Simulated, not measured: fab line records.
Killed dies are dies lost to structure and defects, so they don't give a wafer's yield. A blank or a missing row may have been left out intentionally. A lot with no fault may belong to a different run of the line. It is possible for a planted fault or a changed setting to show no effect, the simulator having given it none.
Check of tool commonality / flow sky130 / 14 lots and 48 wafers in the sample

## WHY THIS WAS OPENED
SKY_LDD_P_TW_MEAS_11, reading LDD_P_TW: flagged on 2 of 14 lots. No-fault wafers: 639, standard deviation 3.
Rule: a lot is flagged in two cases, either no wafer of it has a number, or all its wafers with numbers fall more than 4 standard deviations from that mean. The other lots count as sound.

lot=L844; measured=day 19 13:55; on=film metro-02; LDD_P_TW, wafer by wafer=637 637 638; flag=
lot=L842; measured=day 19 14:44; on=film metro-02; LDD_P_TW, wafer by wafer=637 636 632; flag=
lot=L847; measured=day 20 21:26; on=film metro-04; LDD_P_TW, wafer by wafer=640 640 639; flag=
lot=L846; measured=day 20 22:20; on=film metro-03; LDD_P_TW, wafer by wafer=641 640 640; flag=
lot=L845; measured=day 20 22:38; on=film metro-02; LDD_P_TW, wafer by wafer=635 634 637; flag=
lot=L849; measured=day 22 10:04; on=film metro-03; LDD_P_TW, wafer by wafer=641 637 641; flag=
lot=L848; measured=day 22 12:04; on=film metro-03; LDD_P_TW, wafer by wafer=640 638 639; flag=
lot=L851; measured=day 23 08:07; on=film metro-02; LDD_P_TW, wafer by wafer=641 642 643; flag=
lot=L850; measured=day 23 10:47; on=film metro-02; LDD_P_TW, wafer by wafer=613 612 613 614 612 616; flag=FLAGGED
lot=L853; measured=day 23 14:25; on=film metro-04; LDD_P_TW, wafer by wafer=619 610 617 617 617 613; flag=FLAGGED
lot=L860; measured=day 25 18:04; on=film metro-02; LDD_P_TW, wafer by wafer=634 632 634; flag=
lot=L861; measured=day 25 20:43; on=film metro-04; LDD_P_TW, wafer by wafer=638 638 636; flag=
lot=L862; measured=day 26 08:37; on=film metro-04; LDD_P_TW, wafer by wafer=636 637 638; flag=
lot=L864; measured=day 27 03:14; on=film metro-02; LDD_P_TW, wafer by wafer=633 632 635; flag=
The mean of the flagged lots' numbers is 614, -25 from the usual (-8 standard deviations).

## EACH LOT AND THE TOOL IT RAN ON
The record holds 1 process step before the reading, out of a route of 708 steps. Cell contents, in order: the tool; ch with the chambers the sampled wafers went through; the start.
lot=L844; flag=; SKY_LDD_P_IMPLANT_09=implanter-02 ch 0, day 19 13:41
lot=L842; flag=; SKY_LDD_P_IMPLANT_09=implanter-03 ch 0, day 19 14:31
lot=L847; flag=; SKY_LDD_P_IMPLANT_09=implanter-03 ch 0, day 20 21:11
lot=L846; flag=; SKY_LDD_P_IMPLANT_09=implanter-04 ch 0, day 20 22:05
lot=L845; flag=; SKY_LDD_P_IMPLANT_09=implanter-03 ch 0, day 20 22:23
lot=L849; flag=; SKY_LDD_P_IMPLANT_09=implanter-02 ch 0, day 22 09:49
lot=L848; flag=; SKY_LDD_P_IMPLANT_09=implanter-03 ch 0, day 22 11:49
lot=L851; flag=; SKY_LDD_P_IMPLANT_09=implanter-02 ch 0, day 23 07:52
lot=L850; flag=FLAGGED; SKY_LDD_P_IMPLANT_09=implanter-02 ch 0, day 23 10:34
lot=L853; flag=FLAGGED; SKY_LDD_P_IMPLANT_09=implanter-02 ch 0, day 23 14:10
lot=L860; flag=; SKY_LDD_P_IMPLANT_09=implanter-03 ch 0, day 25 17:49
lot=L861; flag=; SKY_LDD_P_IMPLANT_09=implanter-03 ch 0, day 25 20:29
lot=L862; flag=; SKY_LDD_P_IMPLANT_09=implanter-03 ch 0, day 26 08:22
lot=L864; flag=; SKY_LDD_P_IMPLANT_09=implanter-03 ch 0, day 27 03:01
What the steps here do:
- SKY_LDD_P_IMPLANT_09
- SKY_LDD_P_TW_MEAS_11

## FLAGGED AGAINST TOTAL, ONE TOOL AT A TIME (gauges that did the reading follow at the end)
step=SKY_LDD_P_IMPLANT_09; tool=implanter-02; lots run=5; flagged=2; share of the flagged lots=all; sound lots run after its first flagged lot=0
step=SKY_LDD_P_IMPLANT_09; tool=implanter-03; lots run=8; flagged=0; share of the flagged lots=none; sound lots run after its first flagged lot=-
step=SKY_LDD_P_IMPLANT_09; tool=implanter-04; lots run=1; flagged=0; share of the flagged lots=none; sound lots run after its first flagged lot=-
step=SKY_LDD_P_TW_MEAS_11; tool=film metro-02; lots run=7; flagged=1; share of the flagged lots=some; sound lots run after its first flagged lot=2 (L860,L864)
step=SKY_LDD_P_TW_MEAS_11; tool=film metro-03; lots run=3; flagged=0; share of the flagged lots=none; sound lots run after its first flagged lot=-
step=SKY_LDD_P_TW_MEAS_11; tool=film metro-04; lots run=4; flagged=1; share of the flagged lots=some; sound lots run after its first flagged lot=2 (L861,L862)

## WHAT THE TABLE PERMITS
In the table, 1 row covers all flagged lots: implanter-02 at SKY_LDD_P_IMPLANT_09.
- implanter-02 at SKY_LDD_P_IMPLANT_09: 2 of its 5 lots flagged. It ran its last sound lot, L851, at day 23 07:52 and its first flagged lot, L850, at day 23 10:34: a fault with its onset between the two fits. Its own readings (beam energy keV) fall more than 4 standard deviations out on all wafers of the flagged lots.
Just one tool remains: implanter-02 at SKY_LDD_P_IMPLANT_09.

## WHAT THE SIMULATOR HAD INSERTED
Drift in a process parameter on implanter-02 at SKY_LDD_P_IMPLANT_09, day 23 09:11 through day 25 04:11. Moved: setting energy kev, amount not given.
Lots struck among those shown: L850, L853. Same finding as the rule above.
